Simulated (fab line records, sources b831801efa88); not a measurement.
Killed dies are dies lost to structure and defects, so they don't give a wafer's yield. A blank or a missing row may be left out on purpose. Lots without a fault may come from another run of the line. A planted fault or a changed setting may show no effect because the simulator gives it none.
A struck lot beside a sound one | flow sky130 | 17 steps out of a route of 708
Sound: wafers L966.3, L966.5, L966.6. Struck: wafer L971.5. (L971.3, L971.6 of the same lot were not struck and are left out.) The cause comes at the end.
At each step with rows: each side's tool, then ch and its chambers, then its first start. Under that, the readings that differ: sound wafers | struck wafers | difference of the means | sigmas: that difference in standard deviations of wafers without a fault.
alike: readings whose means differ by less than 2 such deviations, and words and numbers that are the same on both sides. not compared: withheld readings, readings that some wafer has no value for, bounds like >300 that may hide the same value, and numbers for which the record gives no deviation and whose values overlap.
The two part at a step that has a row with sigmas, a row that says differs or no value, or rows on one side only. Numbers that don't overlap but have no deviation are shown without sigmas and don't part them. A reading that every wafer of one side lacks parts them only if that side has two wafers or more.

SKY_LI_CONTACT_CMP_02: polishes PSG.
  sound on cmp-02 ch 0,1,3, day 29 18:38; struck on cmp-02 ch 0, day 31 08:52
  alike: motor_current_A, time_to_endpoint_s
SKY_LI_CONTACT_BOW_MEAS_03:
  sound on film_metro-02, day 29 18:52; struck on film_metro-01, day 31 09:13
  alike: LI_CONTACT_BOW
then, 8 steps without rows for these wafers: SKY_LI_CONTACT_DEHYDRATE_04 (time 60 s); SKY_LI_CONTACT_HMDS_05 (prime time 60 s); SKY_LI_CONTACT_COAT_06 (resist thk 60 nm); SKY_LI_CONTACT_COAT_07 (resist thk 450 nm); SKY_LI_CONTACT_SOFTBAKE_08 (time 90 s); SKY_LI_CONTACT_EXPOSE_09 (exposes mask LICM1, target cd 170 nm); SKY_LI_CONTACT_PEB_10; SKY_LI_CONTACT_DEVELOP_11 (develop time 60 s).
SKY_LI_CONTACT_CD_MEAS_12: target cd 170 nm.
  sound on cd_sem-01, day 30 22:12; struck on cd_sem-02, day 32 12:59
  alike: cd_nm
SKY_LI_CONTACT_OVL_MEAS_13:
  sound on overlay-02, day 30 22:18; struck on overlay-02, day 32 13:05
  alike: LI_CONTACT_OVL
SKY_LI_CONTACT_ETCH_14: etches BARC in N2/H2, stops on SiO2, time 45.9 s, target depth 60 nm.
  sound on rie_diel-03 ch 0,2,3, day 30 22:19; struck on rie_diel-03 ch 0, day 32 13:07
  reading                                           | sound             | struck | difference | sigmas
  rf_fwd_power_W (W)                                | 495.0 496.9 494.8 | 696.6  | +201.0     | +99 or more
  model.KrF-thick_of_LI_CONTACT_COAT_07.thk_nm (nm) | 391.8 393.8 393.6 | 377.3  | -15.8      |
  model.LI_CONTACT.cd_nm (nm)                       | 171.5 171.3 170.7 | 174.5  | +3.3       |
  model.SiO2_of_SONOS_ONO_CVD_04.thk_nm (nm)        | 4.274 4.252 4.257 | 3.577  | -0.684     |
  alike: drypump_motor_current_A, oes_product_au, throttle_valve_pct
  not compared: rf_hours_counter_h
SKY_LI_CONTACT_ETCH_15: etches PSG in C4F8/O2/Ar, stops on Si, target depth 600 nm.
  sound on rie_diel-03 ch 0,2,3, day 30 22:22; struck on rie_diel-03 ch 0, day 32 13:09
  reading                                           | sound             | struck | difference | sigmas
  model.KrF-thick_of_LI_CONTACT_COAT_07.thk_nm (nm) | 228.9 230.7 233.5 | 211.6  | -19.4      |
  model.LI_CONTACT.cd_nm (nm)                       | 171.7 171.8 171.1 | 174.6  | +3.1       |
  alike: oes_product_au, rf_fwd_power_W
SKY_LI_CONTACT_STRIP_16: strips in O2/N2.
  sound on plasma_asher-02 ch 0,1, day 30 22:29; struck on plasma_asher-01 ch 0, day 32 13:16
  reading                      | sound          | struck | difference | sigmas
  drypump_motor_current_A (A)  | 5.0 5.0 5.6    | 6.3    | +1.1       | +2
  strip_time_to_endpoint_s (s) | 3.47 3.48 3.52 | 3.28   | -0.21      | -6
  alike: oes_product_au
  not compared: rf_hours_counter_h
then, 2 steps without rows for these wafers: SKY_LI_CONTACT_CLEAN_17 (cleans in NMP, time 600 s); SKY_PAD_OPEN_PROBE_99.

WHERE THEY PART
First at SKY_LI_CONTACT_ETCH_14; last, within this record, at SKY_LI_CONTACT_STRIP_16.

WHY: what the simulator had put in
Process parameter drift: rie_diel-03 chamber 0, from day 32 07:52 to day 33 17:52, at SKY_LI_CONTACT_ETCH_14. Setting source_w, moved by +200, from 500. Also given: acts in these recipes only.
